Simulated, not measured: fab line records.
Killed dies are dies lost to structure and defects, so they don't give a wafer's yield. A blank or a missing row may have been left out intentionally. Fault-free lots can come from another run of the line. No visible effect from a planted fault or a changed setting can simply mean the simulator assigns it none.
Code-filled problem report in 8D (eight disciplines) form || flow sky130 || the parts of the form that need people (team, actions taken, sign-off) are left out

== 1. THE PROBLEM ==
Mean CAPM_TIN_RS at SKY_CAPM_RS_MEAS_03: 8.10 ohm/sq over 12 wafers in 4 lots; fault-free wafers: 6.92 ohm/sq, standard deviation 0.073. Measured from the usual mean, that is +16 standard deviations.
The step: measures by four-point-probe.
Earliest sighting: wafer L358.1 on film-metro-04 at day 39 07:12. Wafers with a number at this step in the record: 27, from 9 lots. By rule, "out" or "out of limits" means more than 4 standard deviations away from the usual mean. The other wafers with a number count as sound.

== 2. WHAT IT IS, WHAT IT ISN'T ==
{"question": "which readings at this step", "is": "CAPM_TIN_RS", "is not": "-"}
{"question": "which lots", "is": "L358, L361, L364, L365", "is not": "L351, L354, L363, L369, L371"}
{"question": "which wafers of those lots", "is": "all that have a number", "is not": "-"}
{"question": "read on which gauges", "is": "film-metro-03, film-metro-04", "is not": "film-metro-02"}
{"question": "when", "is": "from day 39 07:12", "is not": "up to then (6 sound wafers); but 9 sound wafers of L363, L369, L371 came after"}

== 3. SUSPECTS, AND WHAT RULES EACH OUT ==
Counting: any tool at a process step up to the reading is kept as a suspect provided that every lot that is out went through it and no sound lot did after the first of them.
- ruled out: the gauge at SKY_CAPM_RS_MEAS_03. The wafers that are out were read on 2 gauges (film-metro-03, film-metro-04).
- pvd-sputter-04 at SKY_CAPM_SPUTTER_02 (material TiN, target thk 200 nm, time 166.7 s): kept. All lots that are out passed through it, beginning with L358 at day 39 07:05, and no sound lot followed; its final sound lot before that point was L354 at day 37 04:48.
Left after counting: pvd-sputter-04 at SKY_CAPM_SPUTTER_02.

== 4. THE CAUSE (what the simulator had put in) ==
Site profile drift: pvd-sputter-04, from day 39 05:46 on, at SKY_CAPM_SPUTTER_02. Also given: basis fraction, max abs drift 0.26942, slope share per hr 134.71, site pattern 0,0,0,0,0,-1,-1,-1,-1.
After counting, this tool was the only one left.

== 5. THE EFFECT CHAIN, in route order ==
Each row: a reading where the mean over the struck wafers with a number is more than 3 standard deviations away from the usual. Readings are gone through only where the record gives a usual standard deviation; hours: the median, over the lots, of the time from a lot's start at the first step in this table giving one to that lot's start at this step; sigmas: the change measured in usual standard deviations.
{"hours": 0, "step": "SKY_CAPM_RS_MEAS_03", "reading": "CAPM_TIN_RS", "usual": "6.92 ohm/sq", "on struck wafers": 8.10, "change": "+1.18", "sigmas": "+16"}
{"hours": 3, "step": "SKY_CAPM_THK_MEAS_04", "reading": "CAPM_TIN_THK", "usual": "199.2 nm", "on struck wafers": 174.7, "change": -24.5, "sigmas": -11}
{"hours": 24, "step": "SKY_CAPM_METAL_ETCH_13", "reading": "oes-product-au", "usual": "0.941 a.u.", "on struck wafers": 0.871, "change": -0.070, "sigmas": -9.3}
{"hours": 24, "step": "SKY_CAPM_METAL_ETCH_13", "reading": "throttle-valve-pct", "usual": "21.901 %", "on struck wafers": 21.948, "change": "+0.047", "sigmas": "+4.7"}
It contains these process steps:
- SKY_CAPM_METAL_ETCH_13: etches TiN in Cl2/BCl3, stops on SiO2, target depth 220 nm, time 62.9 s.

== 6. HOW IT WOULD HAVE BEEN CAUGHT EARLIER ==
In this record the first reading out of limits at a measuring or inspecting step was taken at day 39 07:12, 1 hour after the fault began at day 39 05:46.
An alarm limit of 4 standard deviations would not have fired on the tool readings at SKY_CAPM_SPUTTER_02 for which the record gives a usual standard deviation, since none of them was out on any struck wafer.
L361, L364, L365, from the lots that are out (4), started SKY_CAPM_SPUTTER_02 on pvd-sputter-04 later than day 39 07:12. A hold on the tool at that time would have spared those 3.
